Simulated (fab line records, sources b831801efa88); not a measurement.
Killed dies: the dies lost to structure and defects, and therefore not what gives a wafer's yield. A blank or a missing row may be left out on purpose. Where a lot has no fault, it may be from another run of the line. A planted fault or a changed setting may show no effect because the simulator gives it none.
One fault through the eyes of 2 desks    flow sky130    each desk has only its own numbers; what lay behind them comes last

== FROM THE METROLOGY DESK ==
Means of the sampled wafers that have a number, per lot and without regard to the tool the lot ran on: this is what the gauges read. Any lot whose mean is over 4 standard deviations away from the usual mean is out of limits and marked OUT; that distance is given in the brackets.
Columns: A = POLY_CUT_OVL at SKY_POLY_CUT_OVL_MEAS_09, usual 3 nm; B = cdNm at SKY_SD_P_CD_MEAS_07, usual 380.7 nm
lot   first seen here  A   B
L306  day 24 07:21     -2  379.3
L309  day 25 04:09     6   383.0
L311  day 25 21:57     12  378.1
L312  day 26 06:09     8   380.7
L314  day 27 04:12     7   379.6
L316  day 27 21:46     4   380.3
L318  day 28 11:09     -3  376.6
L319  day 28 19:21     -9  380.9
L320  day 29 04:16     5   377.8
L324  day 30 11:47     -2  382.6
L325  day 31 00:36     6   379.4
L327  day 31 17:59     3   380.0
L329  day 32 05:09     1   376.7
Result from this desk: across the 13 lots, nothing is out of limits.

== FOR THE TOOL OWNER'S DESK: implanter-01 ==
SKY_LDD_LDN_IMPLANT_11, tool's own readings: per-lot mean of the sampled wafers with a number, covering each lot this tool ran. Any lot whose mean is over 4 standard deviations away from the usual mean is out of limits and marked OUT; that distance is given in the brackets.
Columns: A = doseIonsCm2 at SKY_LDD_LDN_IMPLANT_11, usual 1.25e+13; B = endStationPressureTorr at SKY_LDD_LDN_IMPLANT_11, usual 5.06e-06 Torr; C = faradayCurrentUA at SKY_LDD_LDN_IMPLANT_11, usual 70.4
lot   first seen here  A                           B         C
L309  day 23 20:17     1.25e+13                    5.35e-06  72.0
L319  day 27 12:30     1.25e+13                    5.16e-06  71.3
L324  day 29 05:34     7.46e+12 (-99 or more) OUT  4.71e-06  42.1 (-20) OUT
L327  day 30 10:52     7.47e+12 (-99 or more) OUT  4.97e-06  42.2 (-20) OUT
This desk's finding: out of limits on L324, L327; first on L324, day 29 05:34 (doseIonsCm2 at SKY_LDD_LDN_IMPLANT_11). Within limits: L309, L319.

== TAKEN TOGETHER ==
On L324, L327, at day 29 05:34, an alarm was possible from the tool owner's desk.
From the metrology desk's view, nothing was out of limits.
The metrology desk has L324, L327 on record, within its limits.
Of the lots named, all ran SKY_LDD_LDN_IMPLANT_11 on implanter-01.

== WHAT WAS PUT IN BY THE SIMULATOR ==
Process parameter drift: implanter-01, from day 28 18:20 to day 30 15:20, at SKY_LDD_LDN_IMPLANT_11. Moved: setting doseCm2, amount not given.
Shown lots that were struck: L324, L327.
Delay in hours, fault start to first out-of-limits reading, by desk: the tool owner's desk at 11.
